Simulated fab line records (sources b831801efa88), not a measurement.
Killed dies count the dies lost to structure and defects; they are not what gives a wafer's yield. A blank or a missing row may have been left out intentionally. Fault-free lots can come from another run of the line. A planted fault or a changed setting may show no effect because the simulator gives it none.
Which tool is to blame? / flow gf180mcu / Sampling: 14 lots, 42 wafers, 4 of 602 route steps

== WHAT THE GAUGES SHOWED, per wafer ==
GF_LVPWELL_OVL_MEAS_07.
lot=L224; measured=day 4 00:27; on=overlay-01; LVPWELL_OVL (nm)=-1.3 -2.1 -0.9
lot=L226; measured=day 4 13:19; on=overlay-02; LVPWELL_OVL (nm)=0.0 -1.6 -0.8
lot=L230; measured=day 5 13:13; on=overlay-01; LVPWELL_OVL (nm)=-1.4 -1.2 -1.7
lot=L231; measured=day 5 14:17; on=overlay-01; LVPWELL_OVL (nm)=-0.7 -1.4 -0.4
lot=L233; measured=day 6 08:40; on=overlay-02; LVPWELL_OVL (nm)=-1.0 -1.4 -2.3
lot=L239; measured=day 7 20:08; on=overlay-01; LVPWELL_OVL (nm)=-2.3 -1.8 -1.9
lot=L240; measured=day 8 05:04; on=overlay-02; LVPWELL_OVL (nm)=-0.9 -1.2 0.0
lot=L241; measured=day 8 06:01; on=overlay-02; LVPWELL_OVL (nm)=-1.8 -1.4 -1.9
lot=L242; measured=day 8 07:16; on=overlay-01; LVPWELL_OVL (nm)=-1.1 -1.1 -2.0
lot=L243; measured=day 8 13:13; on=overlay-01; LVPWELL_OVL (nm)=-1.5 -3.1 -2.1
lot=L244; measured=day 8 18:07; on=overlay-02; LVPWELL_OVL (nm)=1.3 0.6 0.4
lot=L245; measured=day 9 00:21; on=overlay-02; LVPWELL_OVL (nm)=-1.5 -3.0 -3.7

GF_VT_IMPLANT_RS_MEAS_47: measures by four-point-probe.
lot=L224; measured=day 7 15:59; on=film_metro-03; NWELL_RS (ohm/sq)=488.8 488.1 488.4
lot=L226; measured=day 8 07:39; on=film_metro-01; NWELL_RS (ohm/sq)=487.8 488.5 488.1
lot=L230; measured=day 9 16:38; on=film_metro-04; NWELL_RS (ohm/sq)=489.2 487.7 488.4
lot=L231; measured=day 9 17:29; on=film_metro-04; NWELL_RS (ohm/sq)=488.7 487.3 488.1
lot=L233; measured=day 10 12:16; on=film_metro-01; NWELL_RS (ohm/sq)=487.1 487.5 488.2
lot=L239; measured=day 12 05:25; on=film_metro-03; NWELL_RS (ohm/sq)=486.8 488.1 485.8
lot=L240; measured=day 12 17:01; on=film_metro-01; NWELL_RS (ohm/sq)=490.0 489.9 487.9
lot=L241; measured=day 12 20:16; on=film_metro-04; NWELL_RS (ohm/sq)=487.9 487.8 488.1
lot=L242; measured=day 12 20:58; on=film_metro-01; NWELL_RS (ohm/sq)=488.5 486.3 488.1
lot=L243; measured=day 13 04:04; on=film_metro-01; NWELL_RS (ohm/sq)=490.3 489.0 491.2
lot=L244; measured=day 13 07:57; on=film_metro-01; NWELL_RS (ohm/sq)=487.2 487.8 487.1
lot=L245; measured=day 13 16:06; on=film_metro-01; NWELL_RS (ohm/sq)=488.1 488.5 488.6

GF_NSD_CD_MEAS_07: target cd 400 nm.
lot=L224; measured=day 13 11:26; on=cd_sem-02; cd_nm (nm)=395.9 396.2 397.5
lot=L226; measured=day 14 05:11; on=cd_sem-02; cd_nm (nm)=398.8 399.2 401.9
lot=L230; measured=day 15 21:19; on=cd_sem-01; cd_nm (nm)=399.9 399.1 400.9
lot=L231; measured=day 16 02:59; on=cd_sem-01; cd_nm (nm)=403.4 401.9 402.0
lot=L233; measured=day 16 23:15; on=cd_sem-02; cd_nm (nm)=403.9 400.6 403.1
lot=L239; measured=day 19 01:52; on=cd_sem-01; cd_nm (nm)=400.5 399.1 400.5
lot=L240; measured=day 19 15:29; on=cd_sem-01; cd_nm (nm)=399.0 396.4 396.4
lot=L241; measured=day 19 18:47; on=cd_sem-01; cd_nm (nm)=399.0 400.3 400.3
lot=L242; measured=day 19 19:08; on=cd_sem-02; cd_nm (nm)=401.4 398.7 399.9
lot=L243; measured=day 20 04:36; on=cd_sem-01; cd_nm (nm)=401.6 400.1 399.1
lot=L244; measured=day 20 09:58; on=cd_sem-02; cd_nm (nm)=402.1 401.8 402.0
lot=L245; measured=day 20 20:35; on=cd_sem-01; cd_nm (nm)=400.3 399.6 400.4

== TOOL THAT RAN EACH LOT (tool first, then ch and the chambers of the sampled wafers, then the start) ==
lot=L224; GF_STI_OXIDATION_29=furnace-01 ch 0, day 2 09:09
lot=L226; GF_STI_OXIDATION_29=furnace-02 ch 0, day 2 21:13
lot=L230; GF_STI_OXIDATION_29=furnace-01 ch 0, day 3 18:01
lot=L231; GF_STI_OXIDATION_29=furnace-02 ch 0, day 3 21:15
lot=L233; GF_STI_OXIDATION_29=furnace-02 ch 0, day 4 13:13
lot=L235; GF_STI_OXIDATION_29=furnace-02, day 5 03:55
lot=L236; GF_STI_OXIDATION_29=furnace-02, day 5 03:55
lot=L239; GF_STI_OXIDATION_29=furnace-01 ch 0, day 5 19:19
lot=L240; GF_STI_OXIDATION_29=furnace-01 ch 0, day 6 03:46
lot=L241; GF_STI_OXIDATION_29=furnace-01 ch 0, day 6 03:46
lot=L242; GF_STI_OXIDATION_29=furnace-02 ch 0, day 6 07:35
lot=L243; GF_STI_OXIDATION_29=furnace-02 ch 0, day 6 11:31
lot=L244; GF_STI_OXIDATION_29=furnace-02 ch 0, day 6 17:10
lot=L245; GF_STI_OXIDATION_29=furnace-01 ch 0, day 6 23:20
- GF_STI_OXIDATION_29: stabilise 600 s, purge 300 s, target thk 10 nm.

== WHAT THE TOOLS THEMSELVES READ (means of the sampled wafers that have a number; where no wafer has one, the mark that the record gives instead) ==
GF_STI_OXIDATION_29.
lot=L224; tool=furnace-01; ox_temp_c (C)=899.8; ox_temp_c_max=902.6; zone_power_top_pct (%)=38
lot=L226; tool=furnace-02; ox_temp_c (C)=899.5; ox_temp_c_max=903.0; zone_power_top_pct (%)=30
lot=L230; tool=furnace-01; ox_temp_c (C)=899.5; ox_temp_c_max=903.0; zone_power_top_pct (%)=38
lot=L231; tool=furnace-02; ox_temp_c (C)=899.9; ox_temp_c_max=903.2; zone_power_top_pct (%)=31
lot=L233; tool=furnace-02; ox_temp_c (C)=899.6; ox_temp_c_max=903.0; zone_power_top_pct (%)=30
lot=L235; tool=furnace-02; ox_temp_c (C)=-; ox_temp_c_max=-; zone_power_top_pct (%)=-
lot=L236; tool=furnace-02; ox_temp_c (C)=-; ox_temp_c_max=-; zone_power_top_pct (%)=-
lot=L239; tool=furnace-01; ox_temp_c (C)=899.3; ox_temp_c_max=902.0; zone_power_top_pct (%)=38
lot=L240; tool=furnace-01; ox_temp_c (C)=899.4; ox_temp_c_max=902.3; zone_power_top_pct (%)=38
lot=L241; tool=furnace-01; ox_temp_c (C)=899.9; ox_temp_c_max=903.4; zone_power_top_pct (%)=38
lot=L242; tool=furnace-02; ox_temp_c (C)=899.9; ox_temp_c_max=902.9; zone_power_top_pct (%)=31
lot=L243; tool=furnace-02; ox_temp_c (C)=899.8; ox_temp_c_max=902.9; zone_power_top_pct (%)=31
lot=L244; tool=furnace-02; ox_temp_c (C)=899.7; ox_temp_c_max=902.5; zone_power_top_pct (%)=31
lot=L245; tool=furnace-01; ox_temp_c (C)=900.1; ox_temp_c_max=902.7; zone_power_top_pct (%)=38

== THE ANSWER, worked out from the rows above alone ==
Rule: the lots themselves supply what counts as usual. The widest of any qualifying gaps counts: lots, ordered by their means at a reading, are off when they make up no more than a third of the lots, leave a main group of 4 or more, and stand apart from it by 3 or more times the standard deviation of that group's means. A main group whose means are all the same, to the digits that the tables above print for the reading, isn't used. A lot without any number at a reading at which 4 lots or more have one is off too. The other lots that the step has rows for count as sound. First the gauges in route order, then the tools' own readings, where a lot's mean is used as printed above. The first step at which some lot is off is used, and at that step the reading that is off furthest; a lot without a number counts as furthest.
Off, at GF_STI_OXIDATION_29 on ox_temp_c: L235, L236. Without a number there: L235, L236. The main group: mean 899.7 C, standard deviation 0.23.
A tool fits if, at that step or a process step before it, it ran every lot that is off, and no sound lot after the first of them. Not one of the candidates tried fits.

== WHAT THE SIMULATOR HAD INSERTED ==
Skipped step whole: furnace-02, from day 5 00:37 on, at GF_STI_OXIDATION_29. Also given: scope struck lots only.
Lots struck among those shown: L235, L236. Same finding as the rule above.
